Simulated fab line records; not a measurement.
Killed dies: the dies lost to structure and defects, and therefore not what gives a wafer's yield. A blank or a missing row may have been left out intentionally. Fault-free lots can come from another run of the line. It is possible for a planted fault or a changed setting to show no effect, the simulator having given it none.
The tool behind it: which one? + flow sky130 + 36 wafers from 12 lots sampled at 3 of the route's 708 steps

== WHAT EACH GAUGE READ, for each wafer ==
SKY_CONTACT_RS_MEAS_25: measures by four-point-probe. Usual: CONTACT_W_RS 0.339 ohm/sq, standard deviation 0.0046.
| lot  | measured     | on            | CONTACT_W_RS (ohm/sq) | flag |
|------|--------------|---------------|-----------------------|------|
| L273 | day 32 00:20 | film metro-04 | 0.340 0.343 0.343     |      |
| L274 | day 32 03:03 | film metro-02 | 0.334 0.339 0.333     |      |
| L275 | day 32 10:20 | film metro-04 | 0.336 0.337 0.341     |      |
| L279 | day 34 04:39 | film metro-01 | 0.340 0.334 0.336     |      |
| L278 | day 34 05:44 | film metro-02 | 0.338 0.340 0.341     |      |
| L281 | day 34 17:52 | film metro-01 | 0.341 0.342 0.338     |      |
| L282 | day 35 03:41 | film metro-02 | 0.344 0.329 0.342     |      |
| L283 | day 35 05:35 | film metro-01 | 0.338 0.327 0.342     |      |
| L284 | day 35 14:07 | film metro-01 | 0.338 0.338 0.334     |      |
| L285 | day 35 18:01 | film metro-01 | 0.336 0.339 0.332     |      |
| L286 | day 36 01:10 | film metro-02 | 0.340 0.348 0.345     |      |
| L295 | day 39 17:47 | film metro-01 | 0.345 0.342 0.337     |      |

== TOOL THAT RAN EACH LOT (tool first, then ch and the chambers of the sampled wafers, then the start) ==
| lot  | SKY_LOCAL_INTERCONNECT_COAT_06    | SKY_LOCAL_INTERCONNECT_STRIP_15      |
|------|-----------------------------------|--------------------------------------|
| L273 | litho track-02 ch 0, day 30 03:00 | plasma asher-01 ch 0,1, day 30 18:23 |
| L274 | litho track-04 ch 0, day 30 07:00 | plasma asher-03 ch 0,1, day 30 21:37 |
| L275 | litho track-04 ch 0, day 30 14:00 | plasma asher-03 ch 0,1, day 31 03:59 |
| L279 | litho track-02 ch 0, day 32 10:00 | plasma asher-03 ch 0,1, day 33 00:38 |
| L278 | litho track-04 ch 0, day 32 11:00 | plasma asher-01 ch 0,1, day 33 01:23 |
| L281 | litho track-01 ch 0, day 33 00:00 | plasma asher-04 ch 0,1, day 33 13:41 |
| L282 | litho track-04 ch 0, day 33 08:00 | plasma asher-01 ch 0,1, day 33 22:23 |
| L283 | litho track-04 ch 0, day 33 11:00 | plasma asher-01 ch 0,1, day 34 01:14 |
| L284 | litho track-04 ch 0, day 33 19:00 | plasma asher-03 ch 0,1, day 34 09:23 |
| L285 | litho track-04 ch 0, day 33 23:00 | plasma asher-01 ch 0,1, day 34 13:23 |
| L286 | litho track-04 ch 0, day 34 06:00 | plasma asher-04 ch 0,1, day 34 20:41 |
| L295 | litho track-01 ch 0, day 38 00:00 | plasma asher-03 ch 0,1, day 38 14:21 |
- SKY_LOCAL_INTERCONNECT_COAT_06: resist thk 450 nm.
- SKY_LOCAL_INTERCONNECT_STRIP_15: strips in O2/N2.

== WHAT THE TOOLS THEMSELVES READ (means of the sampled wafers that have a number; where no wafer has one, the mark that the record gives instead) ==
SKY_LOCAL_INTERCONNECT_STRIP_15. Usual: drypump motor current A 5.9 A, standard deviation 0.37; o2 flow sccm 3001 sccm, standard deviation 8.7; oes product au 0.426 a.u., standard deviation 0.0045; strip time to endpoint s 4.721 s, standard deviation 0.024.
| lot  | tool            | drypump motor current A (A) | o2 flow sccm (sccm) | oes product au (a.u.) | strip time to endpoint s (s) | flag |
|------|-----------------|-----------------------------|---------------------|-----------------------|------------------------------|------|
| L273 | plasma asher-01 | 5.8                         | 3005                | 0.426                 | 4.698                        |      |
| L274 | plasma asher-03 | 5.8                         | 3005                | 0.426                 | 4.727                        |      |
| L275 | plasma asher-03 | 5.8                         | 2995                | 0.428                 | 4.732                        |      |
| L279 | plasma asher-03 | 5.8                         | 3004                | 0.429                 | 4.737                        |      |
| L278 | plasma asher-01 | 5.8                         | 3003                | 0.426                 | 4.729                        |      |
| L281 | plasma asher-04 | 5.5                         | 3000                | 0.425                 | 4.694                        |      |
| L282 | plasma asher-01 | 5.7                         | 3000                | 0.425                 | 4.707                        |      |
| L283 | plasma asher-01 | 6.0                         | 3008                | 0.425                 | 4.724                        |      |
| L284 | plasma asher-03 | 5.8                         | 2995                | 0.408                 | 4.236                        | OFF  |
| L285 | plasma asher-01 | 5.8                         | 2995                | 0.397                 | 4.186                        | OFF  |
| L286 | plasma asher-04 | 5.7                         | 3007                | 0.402                 | 4.225                        | OFF  |
| L295 | plasma asher-03 | 5.8                         | 3003                | 0.426                 | 4.714                        |      |

== THE ANSWER, worked out from the rows above alone ==
Rule: a lot is off if the mean of its wafers that have a number lies more than 3 standard deviations from the usual mean. Also off: a lot with no number at a reading for which 4 or more lots have one. Where the step has rows for the other lots, those lots are counted as sound. Order of review: gauges by route order, followed by the tools' own readings, for which a lot's mean as printed above is used. At the first step where some lot is off, the reading lying furthest off is the one used; lots without a number count as furthest.
Off: L284, L285, L286, at SKY_LOCAL_INTERCONNECT_STRIP_15 (strip time to endpoint s).
A tool fits if, at that step or a process step before it, it ran every lot that is off, and no sound lot after the first of them. One candidate fits, namely litho track-04 at SKY_LOCAL_INTERCONNECT_COAT_06. Its last sound lot is L283 (day 33 11:00), its first lot that is off L284 (day 33 19:00): a fault that began between those two fits.

== WHAT THE SIMULATOR HAD INSERTED ==
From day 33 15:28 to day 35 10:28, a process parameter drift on litho track-04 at SKY_LOCAL_INTERCONNECT_COAT_06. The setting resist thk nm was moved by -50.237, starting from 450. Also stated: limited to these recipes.
Struck lots among those shown: L284, L285, L286. The rule above found the same.
